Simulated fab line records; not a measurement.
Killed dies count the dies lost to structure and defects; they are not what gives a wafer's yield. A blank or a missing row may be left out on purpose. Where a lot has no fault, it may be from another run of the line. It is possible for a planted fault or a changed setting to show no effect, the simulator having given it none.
Chamber matching ; flow gf180mcu ; GF_STI_ETCH_13 on rie diel-04 has 4 sister chambers
The step etches the open film in CHF3/O2, stops on Si, target depth 282.31 nm, time 112.9 s. 20 wafers are shown with their chamber, then 10 later ones without.

## WAFERS, EACH WITH ITS CHAMBER
wafer;chamber;drypump motor current A (A);oes product au (a.u.);throttle valve pct (%)
L076.3;0;6.1;0.831;8.810
L076.5;2;6.4;0.826;8.809
L076.6;3;5.9;0.828;8.810
L081.3;3;5.9;0.827;8.800
L081.4;0;6.1;0.839;8.805
L081.5;1;5.3;0.826;8.815
L084.1;3;5.9;0.837;8.804
L084.5;1;5.2;0.824;8.802
L084.6;2;6.5;0.834;8.807
L085.1;1;5.3;0.828;8.811
L085.2;3;5.8;0.827;8.827
L085.4;2;6.5;0.839;8.824
L086.2;1;5.3;0.830;8.814
L086.5;3;5.9;0.824;8.802
L086.6;0;6.1;0.824;8.804
L088.2;3;5.8;0.830;8.810
L088.3;2;6.5;0.832;8.800
L088.6;3;5.9;0.831;8.819
L090.1;1;5.3;0.835;8.800
L090.3;3;5.8;0.827;8.827

SIGNATURES (averages over the wafers above)
reading;chamber 0;chamber 1;chamber 2;chamber 3;scatter within a chamber
drypump motor current A;6.100;5.280;6.475;5.862;0.0463
oes product au;0.83133;0.82860;0.83275;0.82887;0.00486
throttle valve pct;8.80633;8.80840;8.81000;8.81237;0.00913
Rule: distance of a wafer from a chamber = root of the sum over the readings of ((wafer's reading minus chamber's mean) / reading's scatter) squared. If the next closest chamber is less than 2 further off than the closest, the wafer can't be placed; otherwise it belongs to the closest. How the scatter is found: for the shown wafers, subtract from each reading the mean of its chamber, square and add these, divide the total by (wafers less chambers), then take the root.

## WAFERS WHOSE CHAMBER IS MISSING
wafer;drypump motor current A (A);oes product au (a.u.);throttle valve pct (%)
L090.5;6.1;0.835;8.803
L091.3;6.4;0.840;8.811
L091.4;5.9;0.834;8.811
L091.5;5.3;0.832;8.824
L092.1;5.8;0.831;8.818
L092.3;5.3;0.826;8.824
L092.6;6.5;0.826;8.810
L093.2;5.8;0.825;8.809
L093.4;6.5;0.838;8.810
L093.6;5.3;0.835;8.810

## THE CHAMBER EACH PASSED THROUGH
wafer;from the rows above;in truth
L090.5;0;0
L091.3;2;2
L091.4;3;3
L091.5;1;1
L092.1;3;3
L092.3;1;1
L092.6;2;2
L093.2;3;3
L093.4;2;2
L093.6;1;1
Correct placement for 10 of the 10. Left unplaced by these rows: 0. Placed wrongly: 0.
